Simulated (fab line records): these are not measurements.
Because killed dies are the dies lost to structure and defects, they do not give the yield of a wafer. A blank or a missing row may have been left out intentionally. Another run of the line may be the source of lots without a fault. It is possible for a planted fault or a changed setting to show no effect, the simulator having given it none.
A single fault, viewed from 2 desks || flow gf180mcu || every desk sees just its own numbers, and what lay behind them comes last

## FROM THE METROLOGY DESK
What the gauges read, lot by lot, whatever tool the lot ran on: means of the sampled wafers that have a number. Any lot whose mean is over 4 standard deviations away from the usual mean is out of limits and marked OUT; that distance is given in the brackets.
Columns: A = DNWELL_TW at GF_DNWELL_TW_MEAS_09, usual 1345; B = SAB_OVL at GF_SAB_OVL_MEAS_10, usual 0.3 nm
{"lot": "L497", "first seen here": "day 2 18:46", "A": 1328, "B": 0.1}
{"lot": "L498", "first seen here": "day 2 23:21", "A": 1357, "B": 2.1}
{"lot": "L499", "first seen here": "day 3 07:52", "A": 1363, "B": -1.4}
{"lot": "L500", "first seen here": "day 3 12:35", "A": 1329, "B": -0.4}
{"lot": "L502", "first seen here": "day 3 21:12", "A": "1577 (+17) OUT", "B": 1.9}
{"lot": "L503", "first seen here": "day 4 02:23", "A": "1567 (+16) OUT", "B": 0.3}
{"lot": "L509", "first seen here": "day 5 11:44", "A": 1330, "B": 1.3}
{"lot": "L510", "first seen here": "day 5 17:21", "A": 1326, "B": -0.5}
{"lot": "L511", "first seen here": "day 5 22:41", "A": 1353, "B": 0.6}
{"lot": "L514", "first seen here": "day 6 13:35", "A": 1367, "B": 0.3}
{"lot": "L515", "first seen here": "day 6 19:11", "A": 1349, "B": 0.0}
{"lot": "L516", "first seen here": "day 6 23:41", "A": 1359, "B": 0.6}
{"lot": "L520", "first seen here": "day 7 20:26", "A": 1321, "B": 2.0}
This desk reports L502, L503 out of limits; the earliest was L502 at day 3 21:12 (DNWELL_TW at GF_DNWELL_TW_MEAS_09). L497, L498, L499, L500, L509, L510, L511, L514, L515, L516, L520: within limits.

## TOOL OWNER'S DESK, implanter-02
The tool's own readings at GF_DNWELL_IMPLANT_07, given as means over the sampled wafers that have a number, one for each lot that went through this tool. Any lot whose mean is over 4 standard deviations away from the usual mean is out of limits and marked OUT; that distance is given in the brackets.
Columns: A = dose ions cm2 at GF_DNWELL_IMPLANT_07, usual 9.999e+12; B = faraday current uA at GF_DNWELL_IMPLANT_07, usual 56.3; C = tilt deg at GF_DNWELL_IMPLANT_07, usual -0.005 degrees
{"lot": "L498", "first seen here": "day 2 23:08", "A": 9.991e+12, "B": 56.5, "C": -0.031}
{"lot": "L502", "first seen here": "day 3 20:59", "A": "1.640e+13 (+99 or more) OUT", "B": "93.1 (+38) OUT", "C": -0.019}
{"lot": "L503", "first seen here": "day 4 02:08", "A": "1.641e+13 (+99 or more) OUT", "B": "92.6 (+37) OUT", "C": -0.005}
{"lot": "L515", "first seen here": "day 6 18:57", "A": 9.984e+12, "B": 55.7, "C": -0.003}
{"lot": "L516", "first seen here": "day 6 23:20", "A": 9.992e+12, "B": 56.2, "C": -0.021}
This desk's verdict: out of limits on L502, L503, starting with L502 at day 3 20:59 (dose ions cm2 at GF_DNWELL_IMPLANT_07). L498, L515, L516: within limits.

## ALL TOGETHER
The tool owner's desk had the chance to raise an alarm at day 3 20:59 on L502, L503.
L502, L503 would have let the metrology desk raise an alarm at day 3 21:12.
On implanter-02, each named lot ran GF_DNWELL_IMPLANT_07.

## WHAT THE SIMULATOR PUT IN
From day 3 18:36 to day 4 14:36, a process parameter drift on implanter-02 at GF_DNWELL_IMPLANT_07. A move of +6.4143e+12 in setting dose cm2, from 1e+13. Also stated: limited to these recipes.
Struck lots among those shown: L502, L503.
Hours from the fault's start to each desk's first reading out of limits: the tool owner's desk, 2; the metrology desk, 3.
